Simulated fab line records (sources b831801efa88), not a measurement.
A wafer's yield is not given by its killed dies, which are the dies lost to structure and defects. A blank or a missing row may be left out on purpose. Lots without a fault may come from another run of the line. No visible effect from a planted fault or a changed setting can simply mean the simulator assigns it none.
One fault through the eyes of 2 desks / flow gf180mcu / only its own numbers are on each desk; what lay behind them is given at the end

== TOOL OWNER'S DESK, rie_diel-02 ==
The tool's own readings at GF_HV_LDD_ETCHBACK_58 (etches Si3N4 in CH3F/O2, stops on SiO2, time 100 s, target depth 90 nm): means of the sampled wafers that have a number, for each lot that ran on this tool. Marked OUT: a lot whose mean sits more than 4 standard deviations from the usual mean, which makes it out of limits; the brackets give that distance.
Columns: A = chamber_pressure_mTorr at GF_HV_LDD_ETCHBACK_58, usual 24.998 mTorr; B = drypump_motor_current_A at GF_HV_LDD_ETCHBACK_58, usual 5.8 A; C = oes_product_au at GF_HV_LDD_ETCHBACK_58, usual 0.839 a.u.; D = run_length_s at GF_HV_LDD_ETCHBACK_58, usual 128.3 s; E = throttle_valve_pct at GF_HV_LDD_ETCHBACK_58, usual 10.561 %
lot=L808; first seen here=day 13 20:05; A=24.989; B=5.8; C=0.838; D=128.2; E=10.551
lot=L816; first seen here=day 16 12:53; A=24.989; B=5.6; C=0.888 (+7.8) OUT; D=117.6 (-21) OUT; E=10.566
Finding of this desk: L816 out of limits; the first was L816 at day 16 12:53, on oes_product_au at GF_HV_LDD_ETCHBACK_58. In limits: L808.

== METROLOGY DESK ==
Means of the sampled wafers that have a number, per lot and without regard to the tool the lot ran on: this is what the gauges read. Marked OUT: a lot whose mean sits more than 4 standard deviations from the usual mean, which makes it out of limits; the brackets give that distance.
Columns: A = cd_nm at GF_HV_LDD_CD_MEAS_46, usual 400.0 nm; B = HV_LDD_03_OVL at GF_HV_LDD_OVL_MEAS_47, usual 0.4 nm; C = HV_LDD_4_TW at GF_HV_LDD_TW_MEAS_50, usual 575.5; D = HV_LDD_RS at GF_HV_LDD_RS_MEAS_53, usual 419.2 ohm/sq; E = HV_LDD_CVD_54_THK at GF_HV_LDD_THK_MEAS_55, usual 9.91 nm; F = HV_LDD_CVD_56_THK at GF_HV_LDD_THK_MEAS_57, usual 89.5 nm
lot=L808; first seen here=day 13 16:08; A=400.1; B=1.8; C=573.2; D=418.8; E=9.98; F=89.4
lot=L816; first seen here=day 16 09:37; A=401.2; B=0.6; C=574.7; D=419.3; E=10.03; F=88.0
lot=L821; first seen here=day 18 01:30; A=395.8; B=2.3; C=572.4; D=417.9; E=9.90; F=89.1
lot=L822; first seen here=day 18 09:50; A=400.8; B=-2.2; C=574.0; D=419.1; E=9.90; F=92.1
lot=L827; first seen here=day 20 09:59; A=396.9; B=0.1; C=576.6; D=419.3; E=9.85; F=88.9
This desk found nothing out of limits on any of the 5 lots.

== BROUGHT TOGETHER ==
The tool owner's desk could have raised an alarm at day 16 12:53, on L816.
Metrology desk: nothing out of limits seen.
The metrology desk holds a record of L816, inside its limits.
Every lot named ran GF_HV_LDD_ETCHBACK_58 on rie_diel-02.

== WHAT THE SIMULATOR HAD INSERTED ==
rie_diel-02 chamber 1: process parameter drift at GF_HV_LDD_ETCHBACK_58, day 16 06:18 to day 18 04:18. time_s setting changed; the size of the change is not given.
Struck lots among those shown: L816.
How many hours passed from the start of the fault until each desk's first out-of-limits reading: the tool owner's desk, 7.
